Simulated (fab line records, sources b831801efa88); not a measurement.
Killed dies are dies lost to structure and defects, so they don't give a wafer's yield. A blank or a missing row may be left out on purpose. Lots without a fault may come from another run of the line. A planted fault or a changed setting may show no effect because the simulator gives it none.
Which tool did it? | flow gf180mcu | 10 lots, 30 wafers sampled, at 6 steps of a route of 602

WHAT THE GAUGES READ, wafer by wafer
GF_TOP_METAL_RS_MEAS_05: measures by four-point-probe. Usual: TOP_METAL_ALCU_RS 0.0328 ohm/sq, standard deviation 0.00036.
lot  | measured     | on            | TOP_METAL_ALCU_RS (ohm/sq) | flag
L798 | day 27 22:44 | film_metro-03 | 0.0330 0.0329 0.0326       |
L806 | day 30 12:31 | film_metro-01 | 9.7765 9.7663 9.7148       | OFF
L807 | day 31 05:25 | film_metro-04 | 9.6416 9.6349 9.6021       | OFF
L808 | day 31 06:59 | film_metro-03 | 9.5961 9.5331 9.5433       | OFF
L811 | day 32 00:13 | film_metro-03 | 0.0324 0.0326 0.0321       |
L814 | day 32 19:46 | film_metro-01 | 0.0323 0.0323 0.0319       |
L815 | day 32 20:06 | film_metro-04 | 0.0337 0.0335 0.0336       |
L816 | day 33 02:00 | film_metro-03 | 0.0325 0.0325 0.0327       |
L818 | day 33 12:58 | film_metro-04 | 0.0325 0.0324 0.0327       |
L819 | day 33 14:14 | film_metro-03 | 0.0326 0.0325 0.0329       |

GF_TOP_METAL_THK_MEAS_06: measures by xrf. Usual: TOP_METAL_ALCU_THK 894 nm, standard deviation 11.
lot  | measured     | on            | TOP_METAL_ALCU_THK (nm) | flag
L798 | day 27 22:50 | film_metro-03 | 881 885 891             |
L806 | day 30 12:38 | film_metro-01 | <0 <0 <0                | OFF
L807 | day 31 05:31 | film_metro-04 | <0 <0 <0                | OFF
L808 | day 31 07:06 | film_metro-03 | <0 <0 <0                | OFF
L811 | day 32 00:20 | film_metro-03 | 905 899 913             |
L814 | day 32 19:53 | film_metro-01 | 916 918 925             |
L815 | day 32 20:13 | film_metro-04 | 868 871 864             |
L816 | day 33 02:07 | film_metro-03 | 898 900 892             |
L818 | day 33 13:05 | film_metro-04 | 896 902 888             |
L819 | day 33 14:20 | film_metro-03 | 898 895 889             |

WHICH TOOL RAN EACH LOT (tool, then ch and the chambers of the sampled wafers, then the start)
lot  | GF_MIM_SPUTTER_07            | GF_M5_ETCH_09                      | GF_V5_STRIP_18                       | GF_TOP_METAL_SPUTTER_02
L798 | pvd_sputter-01, day 25 05:23 | rie_diel-01 ch 0,2, day 26 23:37   | plasma_asher-02 ch 0,1, day 27 21:15 | pvd_sputter-01, day 27 22:37
L806 | pvd_sputter-01, day 27 23:35 | rie_diel-04 ch 1,2, day 29 15:10   | plasma_asher-02 ch 0,1, day 30 10:58 | pvd_sputter-03, day 30 12:25
L807 | pvd_sputter-03, day 28 16:59 | rie_diel-02 ch 0,1,3, day 30 08:01 | plasma_asher-01 ch 0,1, day 31 03:55 | pvd_sputter-01, day 31 05:18
L808 | pvd_sputter-03, day 28 20:13 | rie_diel-02 ch 1,3, day 30 10:06   | plasma_asher-01 ch 0,1, day 31 05:31 | pvd_sputter-03, day 31 06:53
L811 | pvd_sputter-03, day 29 15:07 | rie_diel-02 ch 0,2,3, day 31 03:51 | plasma_asher-02 ch 0,1, day 31 22:43 | pvd_sputter-03, day 32 00:07
L814 | pvd_sputter-02, day 30 11:31 | rie_diel-02 ch 0,3, day 31 23:36   | plasma_asher-02 ch 0,1, day 32 18:19 | pvd_sputter-03, day 32 19:40
L815 | pvd_sputter-03, day 30 13:08 | rie_diel-01 ch 1,2, day 32 00:33   | plasma_asher-04 ch 0,1, day 32 18:40 | pvd_sputter-01, day 32 20:01
L816 | pvd_sputter-03, day 30 17:58 | rie_diel-02 ch 0,1,3, day 32 05:45 | plasma_asher-04 ch 0,1, day 33 00:34 | pvd_sputter-04, day 33 01:55
L818 | pvd_sputter-02, day 31 07:19 | rie_diel-02 ch 1,3, day 32 17:28   | plasma_asher-04 ch 0,1, day 33 11:31 | pvd_sputter-03, day 33 12:52
L819 | pvd_sputter-01, day 31 08:49 | rie_diel-04 ch 0,1,3, day 32 19:15 | plasma_asher-01 ch 0,1, day 33 12:46 | pvd_sputter-03, day 33 14:07
- GF_MIM_SPUTTER_07: material TiN, target thk 60 nm, time 50 s.
- GF_M5_ETCH_09: etches Si3N4 in CF4/O2, target depth 52 nm, time 11.6 s.
- GF_V5_STRIP_18: strips in O2/N2.
- GF_TOP_METAL_SPUTTER_02: material AlCu, target thk 900 nm, time 47.82 s.

WHAT THE TOOLS THEMSELVES READ (means of the sampled wafers that have a number; where no wafer has one, the mark that the record gives instead)
GF_MIM_SPUTTER_07. Usual: cathode_dc_power_W 6499.9 W, standard deviation 1.2; chamber_pressure_pa 0.4001 Pa, standard deviation 0.00085; throttle_valve_pct 29.5 %, standard deviation 0.91.
lot  | tool           | cathode_dc_power_W (W) | chamber_pressure_pa (Pa) | throttle_valve_pct (%) | flag
L798 | pvd_sputter-01 | 6500.1                 | 0.3998                   | 29.2                   |
L806 | pvd_sputter-01 | 6498.8                 | 0.4001                   | 29.5                   |
L807 | pvd_sputter-03 | 6499.9                 | 0.3998                   | 29.3                   |
L808 | pvd_sputter-03 | 6501.0                 | 0.3999                   | 29.8                   |
L811 | pvd_sputter-03 | 6499.8                 | 0.4006                   | 29.9                   |
L814 | pvd_sputter-02 | 6499.8                 | 0.4007                   | 29.7                   |
L815 | pvd_sputter-03 | 6501.2                 | 0.4003                   | 29.7                   |
L816 | pvd_sputter-03 | 6499.8                 | 0.4000                   | 29.7                   |
L818 | pvd_sputter-02 | 6499.3                 | 0.3996                   | 29.1                   |
L819 | pvd_sputter-01 | 6500.3                 | 0.4004                   | 30.4                   |

GF_M5_ETCH_09. Usual: drypump_motor_current_A 5.6 A, standard deviation 0.35; oes_product_au 1.001 a.u., standard deviation 0.0082; throttle_valve_pct 5.970 %, standard deviation 0.0099.
lot  | tool        | drypump_motor_current_A (A) | oes_product_au (a.u.) | throttle_valve_pct (%) | flag
L798 | rie_diel-01 | 5.5                         | 0.998                 | 5.968                  |
L806 | rie_diel-04 | 5.6                         | 1.000                 | 5.970                  |
L807 | rie_diel-02 | 5.6                         | 0.999                 | 5.971                  |
L808 | rie_diel-02 | 5.3                         | 1.002                 | 5.988                  |
L811 | rie_diel-02 | 5.3                         | 1.004                 | 5.964                  |
L814 | rie_diel-02 | 5.2                         | 1.004                 | 5.966                  |
L815 | rie_diel-01 | 5.8                         | 0.998                 | 5.967                  |
L816 | rie_diel-02 | 5.6                         | 1.010                 | 5.979                  |
L818 | rie_diel-02 | 5.7                         | 1.009                 | 5.974                  |
L819 | rie_diel-04 | 5.4                         | 0.990                 | 5.973                  |

GF_V5_STRIP_18. Usual: drypump_motor_current_A 5.8 A, standard deviation 0.33; heater_power_w 323 W, standard deviation 35; o2_flow_sccm 3001 sccm, standard deviation 9.1; oes_product_au 0.568 a.u., standard deviation 0.0043.
lot  | tool            | drypump_motor_current_A (A) | heater_power_w (W) | o2_flow_sccm (sccm) | oes_product_au (a.u.) | flag
L798 | plasma_asher-02 | 5.9                         | 348                | 3002                | 0.565                 |
L806 | plasma_asher-02 | 5.8                         | 344                | 3001                | 0.569                 |
L807 | plasma_asher-01 | 6.1                         | 289                | 3003                | 0.573                 |
L808 | plasma_asher-01 | 6.2                         | 286                | 3008                | 0.568                 |
L811 | plasma_asher-02 | 5.8                         | 349                | 3006                | 0.569                 |
L814 | plasma_asher-02 | 5.8                         | 346                | 3002                | 0.570                 |
L815 | plasma_asher-04 | 5.4                         | 341                | 3012                | 0.566                 |
L816 | plasma_asher-04 | 5.4                         | 346                | 2994                | 0.564                 |
L818 | plasma_asher-04 | 5.4                         | 346                | 2995                | 0.571                 |
L819 | plasma_asher-01 | 6.1                         | 289                | 3006                | 0.569                 |

GF_TOP_METAL_SPUTTER_02. Usual: cathode_dc_power_W 10600 W, standard deviation 1.8; chamber_pressure_pa 0.3000 Pa, standard deviation 0.00066; throttle_valve_pct 29.8 %, standard deviation 0.68.
lot  | tool           | cathode_dc_power_W (W) | chamber_pressure_pa (Pa) | throttle_valve_pct (%) | flag
L798 | pvd_sputter-01 | 10599                  | 0.3000                   | 30.8                   |
L806 | pvd_sputter-03 | -                      | -                        | -                      | OFF
L807 | pvd_sputter-01 | -                      | -                        | -                      | OFF
L808 | pvd_sputter-03 | -                      | -                        | -                      | OFF
L811 | pvd_sputter-03 | 10599                  | 0.3000                   | 29.7                   |
L814 | pvd_sputter-03 | 10599                  | 0.2997                   | 29.2                   |
L815 | pvd_sputter-01 | 10601                  | 0.2998                   | 30.2                   |
L816 | pvd_sputter-04 | 10599                  | 0.3000                   | 30.0                   |
L818 | pvd_sputter-03 | 10598                  | 0.3004                   | 29.7                   |
L819 | pvd_sputter-03 | 10599                  | 0.2999                   | 29.4                   |

THE ANSWER, worked out from the rows above alone
Rule: a lot is off if the mean of its wafers that have a number lies more than 3 standard deviations from the usual mean. A lot without any number at a reading at which 4 lots or more have one is off too. The other lots that the step has rows for count as sound. The gauges are gone through in route order, then the tools' own readings, and for those a lot's mean is taken as printed above. The first step at which some lot is off is used, and at that step the reading that is off furthest; a lot without a number counts as furthest.
Off: L806, L807, L808, at GF_TOP_METAL_RS_MEAS_05 (TOP_METAL_ALCU_RS).
A tool fits if, at a process step before that reading, it ran every lot that is off, and no sound lot after the first of them. The gauges at GF_TOP_METAL_RS_MEAS_05 aren't tried: what is off there is off at GF_TOP_METAL_SPUTTER_02 too, on other tools, and a gauge's error can't cause that. None of those tried fits.

WHAT THE SIMULATOR HAD PUT IN
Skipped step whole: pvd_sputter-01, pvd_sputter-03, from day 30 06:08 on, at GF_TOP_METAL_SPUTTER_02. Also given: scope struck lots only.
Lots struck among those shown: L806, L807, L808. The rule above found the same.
